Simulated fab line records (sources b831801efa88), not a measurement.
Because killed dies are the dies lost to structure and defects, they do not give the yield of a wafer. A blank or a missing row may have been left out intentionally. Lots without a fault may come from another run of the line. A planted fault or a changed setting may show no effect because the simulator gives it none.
fab line records -- flow sky130
record lots=15, wafers=45, last-day=50
route steps=708 shown FIELD_ISO@1 NWELL@75 VT_ADJUST_HVTR@138 SONOS_ONO@185
lots with no fault: from the same line, run without faults
start-h: the number of hours between the record's first day and the start of the first shown wafer of the lot -- wait-h: time in hours since the lot's previous step -- " the same as in the row above -- L1.1+2: one row covering several wafers at once -- - no value, or no start was given -- * or withheld: withheld -- < > ~ a bound
route shown NAME@n: names a module that has steps shown in the file, with the first one's number in the route -- usual: the fault-free wafers' mean and standard deviation -- same: alike in all rows -- chamber/n: place in a boat -- sites: the reading at each site -- _std_site: how widely they spread, as a standard deviation -- _edge_site: outer sites' mean less inner sites' -- radius-mm: how far each site lies from the wafer's centre -- mask NAME#n: copy n -- behind: the last tool/chamber to shape the wafer -- hold: what put the lot on hold/how long, in hours/how the hold closed -- device: the n, p or np transistor that did not switch -- end of line: tests of these same wafers at the route's end -- where a step has no rows: the recipe by itself -- killed: not the wafer's yield, but the dies lost to structure and defects at the first sort -- map: dies across one wafer; x = killed, . = not, _ = none there
set.NAME: setting as actually run; set.NAME@STEP: the setting as run at that earlier step -- model.NAME: the simulator's own value behind a step, which no gauge read
steps of the route over a sample of lots; a table a step, a row a wafer
services: when a tool's chamber went out of use (start-h, in hours from the record's first day, below 0 if earlier), for how many hours, and the reason
## steps
# step SKY_FIELD_ISO_BOW_MEAS_00
# recipe mode=bow
# usual INCOMING_BOW=0/5.8
lot.wafer,tool,chamber,start-h,wait-h,INCOMING_BOW[um]
L457.1,film-metro-03,-,10.00,-,4
L457.3,film-metro-03,-,10.00,-,-6
L457.6,film-metro-03,-,10.00,-,2
L458.1,film-metro-02,-,15.00,-,-2
L458.2,film-metro-02,-,15.00,-,8
L458.3,film-metro-02,-,15.00,-,-14
L459.2,film-metro-02,-,20.02,-,9
L459.3,film-metro-02,-,20.02,-,-1
L459.4,film-metro-02,-,20.02,-,-2
L460.1,film-metro-03,-,25.00,-,13
L460.4,film-metro-03,-,25.00,-,7
L460.5,film-metro-03,-,25.00,-,5
L461.1,film-metro-01,-,30.00,-,-2
L461.2,film-metro-01,-,30.00,-,-7
L461.3,film-metro-01,-,30.00,-,-3
L462.2,film-metro-02,-,35.02,-,1
L462.5,film-metro-02,-,35.02,-,3
L462.6,film-metro-02,-,35.02,-,-4
L465.1,film-metro-02,-,50.00,-,-4
L465.2,film-metro-02,-,50.00,-,5
L465.4,film-metro-02,-,50.00,-,-6
L466.1,film-metro-02,-,55.00,-,-6
L466.4,film-metro-02,-,55.00,-,10
L466.6,film-metro-02,-,55.00,-,-5
L469.1,film-metro-03,-,70.00,-,-5
L469.5,film-metro-03,-,70.00,-,3
L469.6,film-metro-03,-,70.00,-,-2
L470.4,film-metro-02,-,75.06,-,-5
L470.5,film-metro-02,-,75.06,-,-3
L470.6,film-metro-02,-,75.06,-,5
L471.3,film-metro-03,-,80.04,-,11
L471.5,film-metro-03,-,80.04,-,-6
L471.6,film-metro-03,-,80.04,-,1
L475.3,film-metro-03,-,100.04,-,-7
L475.4,film-metro-03,-,100.04,-,-4
L475.5,film-metro-03,-,100.04,-,-5
L477.1,film-metro-02,-,110.00,-,-5
L477.2,film-metro-02,-,110.00,-,2
L477.4,film-metro-02,-,110.00,-,-3
L479.2,film-metro-03,-,120.02,-,7
L479.3,film-metro-03,-,120.02,-,1
L479.5,film-metro-03,-,120.02,-,2
L480.1,film-metro-03,-,125.00,-,4
L480.4,film-metro-03,-,125.00,-,12
L480.5,film-metro-03,-,125.00,-,3
# step SKY_NWELL_DEVELOP_22
# recipe wall-angle-deg=90, developer=TMAH, develop-time-s=60, dev-temp-c=23
# usual chill-plate-temp-C=22.97/0.11, develop-time-s=60/0
lot.wafer,tool,chamber,start-h,wait-h,chill-plate-temp-C,develop-time-s
L457.1,litho-track-03,0,106,-,22.67,60
L457.3,litho-track-03,0,107,-,23.04,60
L457.6,litho-track-03,0,107,-,22.86,60
L458.1,litho-track-01,0,111,-,23.14,60
L458.2,litho-track-01,0,111,-,23.01,60
L458.3,litho-track-01,0,111,-,22.89,60
L459.2,litho-track-01,0,118,-,23.06,60
L459.3,litho-track-01,0,118,-,22.94,60
L459.4,litho-track-01,0,118,-,22.97,60
L460.1,litho-track-01,0,122,-,23.15,60
L460.4,litho-track-01,0,122,-,23.07,60
L460.5,litho-track-01,0,122,-,23.01,60
L461.1,litho-track-01,0,130,-,22.93,60
L461.2,litho-track-01,0,130,-,23.07,60
L461.3,litho-track-01,0,130,-,23.15,60
L462.2,litho-track-03,0,135,-,22.95,60
L462.5,litho-track-03,0,135,-,22.87,60
L462.6,litho-track-03,0,135,-,23.04,60
L465.1,litho-track-01,0,168,-,23.00,60
L465.2,litho-track-01,0,168,-,22.98,60
L465.4,litho-track-01,0,168,-,22.84,60
L466.1,litho-track-03,0,169,-,23.06,60
L466.4,litho-track-03,0,169,-,22.96,60
L466.6,litho-track-03,0,169,-,22.99,60
L469.1,litho-track-01,-,178,-,-,-
L469.5,litho-track-01,-,178,-,-,-
L469.6,litho-track-01,-,178,-,-,-
L470.4,litho-track-01,-,183,-,-,-
L470.5,litho-track-01,-,183,-,-,-
L470.6,litho-track-01,-,183,-,-,-
L471.3,litho-track-03,-,194,-,-,-
L471.5,litho-track-03,-,194,-,-,-
L471.6,litho-track-03,-,194,-,-,-
L475.3,litho-track-03,0,212,-,22.97,60
L475.4,litho-track-03,0,212,-,23.02,60
L475.5,litho-track-03,0,212,-,23.00,60
L477.1,litho-track-01,0,228,-,23.01,60
L477.2,litho-track-01,0,228,-,22.90,60
L477.4,litho-track-01,0,228,-,22.97,60
L479.2,litho-track-01,0,237,-,22.92,60
L479.3,litho-track-01,0,237,-,22.93,60
L479.5,litho-track-01,0,237,-,23.05,60
L480.1,litho-track-01,0,246,-,22.87,60
L480.4,litho-track-01,0,246,-,23.09,60
L480.5,litho-track-01,0,246,-,22.93,60
# step SKY_VT_ADJUST_HVTR_CD_MEAS_07
# recipe target-cd-nm=380
# usual cd-nm=380.5/2.6
lot.wafer,tool,chamber,start-h,wait-h,cd-nm
L457.1,cd-sem-01,-,206.48,0.1,378.5
L457.3,cd-sem-01,-,206.48,0.1,378.8
L457.6,cd-sem-01,-,206.48,0.1,380.1
L458.1,cd-sem-02,-,213.18,0.1,379.5
L458.2,cd-sem-02,-,213.18,0.1,378.2
L458.3,cd-sem-02,-,213.18,0.1,378.5
L459.2,cd-sem-02,-,222.82,0.1,381.0
L459.3,cd-sem-02,-,222.82,0.1,379.6
L459.4,cd-sem-02,-,222.82,0.1,380.0
L460.1,cd-sem-01,-,228.23,0.1,381.0
L460.4,cd-sem-01,-,228.23,0.1,381.2
L460.5,cd-sem-01,-,228.23,0.1,381.0
L461.1,cd-sem-01,-,237.78,0.1,381.8
L461.2,cd-sem-01,-,237.78,0.1,379.9
L461.3,cd-sem-01,-,237.78,0.1,380.2
L462.2,cd-sem-02,-,245.70,0.1,382.3
L462.5,cd-sem-02,-,245.70,0.1,380.4
L462.6,cd-sem-02,-,245.70,0.1,381.5
L465.1,cd-sem-02,-,284.68,0.1,381.5
L465.2,cd-sem-02,-,284.68,0.1,381.6
L465.4,cd-sem-02,-,284.68,0.1,380.8
L466.1,cd-sem-02,-,286.38,0.1,376.8
L466.4,cd-sem-02,-,286.38,0.1,379.9
L466.6,cd-sem-02,-,286.38,0.1,376.7
L469.1,cd-sem-02,-,297.02,0.1,381.7
L469.5,cd-sem-02,-,297.02,0.1,378.9
L469.6,cd-sem-02,-,297.02,0.1,376.5
L470.4,cd-sem-01,-,302.21,0.1,378.1
L470.5,cd-sem-01,-,302.21,0.1,377.6
L470.6,cd-sem-01,-,302.21,0.1,380.4
L471.3,cd-sem-01,-,318.04,0.1,381.1
L471.5,cd-sem-01,-,318.04,0.1,379.3
L471.6,cd-sem-01,-,318.04,0.1,381.9
L475.3,cd-sem-02,-,340.81,0.1,379.7
L475.4,cd-sem-02,-,340.81,0.1,380.7
L475.5,cd-sem-02,-,340.81,0.1,379.2
L477.1,cd-sem-01,-,360.00,0.1,378.5
L477.2,cd-sem-01,-,360.00,0.1,378.7
L477.4,cd-sem-01,-,360.00,0.1,380.4
L479.2,cd-sem-01,-,370.49,0.1,382.2
L479.3,cd-sem-01,-,370.49,0.1,381.8
L479.5,cd-sem-01,-,370.49,0.1,383.9
L480.1,cd-sem-02,-,380.07,0.1,378.5
L480.4,cd-sem-02,-,380.07,0.1,377.7
L480.5,cd-sem-02,-,380.07,0.1,379.3
# step SKY_SONOS_ONO_STRIP_17
# recipe chemistry=O2/N2, power-w=1400, pressure-mtorr=1500, platen-temp-c=withheld, o2-flow-sccm=3000, n2-flow-sccm=300, overash-fraction=0.5
# usual drypump-motor-current-A=5.9/0.52, oes-product-au=0.710/0.0043, strip-time-to-endpoint-s=14.13/0.046
lot.wafer,tool,chamber,start-h,wait-h,drypump-motor-current-A,oes-product-au,rf-hours-counter-h,strip-time-to-endpoint-s
L457.1,plasma-asher-02,0,284.76,0.0,5.1,0.717,17,14.09
L457.3,plasma-asher-02,1,284.76,0.0,6.6,0.704,-,14.00
L457.6,plasma-asher-02,0,284.76,0.0,5.1,0.713,-,14.07
L458.1,plasma-asher-03,1,293.11,0.0,5.7,0.712,62,14.17
L458.2,plasma-asher-03,0,293.11,0.0,6.0,0.707,62,14.13
L458.3,plasma-asher-03,1,293.11,0.0,5.7,0.709,-,14.13
L459.2,plasma-asher-02,0,304.31,0.0,5.1,0.709,19,14.12
L459.3,plasma-asher-02,1,304.31,0.0,6.6,0.708,-,14.10
L459.4,plasma-asher-02,0,304.31,0.0,5.1,0.717,-,14.07
L460.1,plasma-asher-02,0,310.46,0.0,5.1,0.713,20,14.11
L460.4,plasma-asher-02,0,310.46,0.0,5.1,0.715,-,14.16
L460.5,plasma-asher-02,1,310.46,0.0,6.6,0.717,-,14.16
L461.1,plasma-asher-03,0,320.24,0.0,6.1,0.712,64,14.14
L461.2,plasma-asher-03,1,320.24,0.0,5.8,0.709,64,14.09
L461.3,plasma-asher-03,0,320.24,0.0,6.0,0.712,-,14.13
L462.2,plasma-asher-03,0,328.21,0.0,6.1,0.714,65,14.15
L462.5,plasma-asher-03,1,328.21,0.0,5.8,0.709,-,14.12
L462.6,plasma-asher-03,0,328.21,0.0,6.1,0.713,-,14.15
L465.1,plasma-asher-02,1,374.66,0.0,6.6,0.712,26,14.22
L465.2,plasma-asher-02,0,374.66,0.0,5.1,0.710,26,14.21
L465.4,plasma-asher-02,0,374.66,0.0,5.1,0.704,-,14.19
L466.1,plasma-asher-04,0,377.41,0.0,6.5,0.709,57,14.06
L466.4,plasma-asher-04,1,377.41,0.0,6.0,0.713,-,14.05
L466.6,plasma-asher-04,0,377.41,0.0,6.5,0.715,-,14.07
L469.1,plasma-asher-03,0,388.99,0.0,6.0,0.707,71,14.17
L469.5,plasma-asher-03,0,388.99,0.0,6.0,0.711,-,14.19
L469.6,plasma-asher-03,1,388.99,0.0,5.7,0.711,-,14.18
L470.4,plasma-asher-03,0,394.87,0.0,6.1,0.711,-,14.20
L470.5,plasma-asher-03,0,394.87,0.0,6.0,0.713,-,14.17
L470.6,plasma-asher-03,1,394.87,0.0,5.7,0.707,-,14.15
L471.3,plasma-asher-03,1,408.27,0.0,5.7,0.713,-,14.17
L471.5,plasma-asher-03,1,408.27,0.0,5.8,0.711,-,14.18
L471.6,plasma-asher-03,0,408.27,0.0,6.1,0.717,-,14.16
L475.3,plasma-asher-04,1,436.20,0.0,6.0,0.707,-,14.13
L475.4,plasma-asher-04,0,436.20,0.0,6.5,0.708,-,14.16
L475.5,plasma-asher-04,1,436.20,0.0,6.0,0.707,-,14.13
L477.1,plasma-asher-02,0,456.47,0.0,5.1,0.716,34,14.14
L477.2,plasma-asher-02,1,456.47,0.0,6.6,0.709,34,14.11
L477.4,plasma-asher-02,1,456.47,0.0,6.6,0.712,-,14.13
L479.2,plasma-asher-03,1,469.27,0.0,5.7,0.712,79,14.15
L479.3,plasma-asher-03,0,469.27,0.0,6.1,0.708,-,14.09
L479.5,plasma-asher-03,1,469.27,0.0,5.7,0.704,-,14.16
L480.1,plasma-asher-03,0,477.66,0.0,6.1,0.702,80,14.14
L480.4,plasma-asher-03,0,477.66,0.0,6.1,0.702,-,14.11
L480.5,plasma-asher-03,1,477.66,0.0,5.7,0.718,-,14.11
## services
tool,chamber,start-h,hours,kind
plasma-asher-02,-,108.75,9.0,pm
plasma-asher-02,0,108.75,9.0,vent-cycle
plasma-asher-02,1,108.75,9.0,vent-cycle
litho-track-01,-,112.11,-,consumable-replace:filter
plasma-asher-02,0,117.75,-,clean
plasma-asher-02,1,117.75,-,clean
plasma-asher-04,-,126.98,0.7,repair
plasma-asher-04,-,145.75,2.8,pm
plasma-asher-02,-,219.84,0.4,repair
plasma-asher-04,-,253.11,1.2,repair
plasma-asher-02,-,400.48,0.5,repair
plasma-asher-04,-,462.81,2.6,repair
## key
first-sign step=SKY_NWELL_DEVELOP_22, reading=tool-record, direction=missing
effect none on later readings
met-at SKY_NWELL_DEVELOP_22
struck-lots L469,L470,L471
sort-left-out L469.1,L469.5,L469.6,L470.4,L470.5,L470.6,L471.3,L471.5,L471.6
tester-left-out L469,L470,L471
not-acting-at SKY_FIELD_ISO_BOW_MEAS_00,SKY_VT_ADJUST_HVTR_CD_MEAS_07,SKY_SONOS_ONO_STRIP_17
fault kind=skipped-step-whole, tool=litho-track-01,litho-track-03, chamber=-, onset-h=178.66, steps=SKY_NWELL_DEVELOP_22, scope=struck-lots-only
# tester-left-out: of these lots the tester's yield and bins aren't shown, on N5 and GAA mostly nor the transistor test; their killed dies are dies lost to structure and defects alone, not to doping, threshold or leakage, so they don't give the yield
# sort-left-out: the simulated sort isn't trusted on such a fault, so these wafers' sort isn't shown, and their yield isn't known
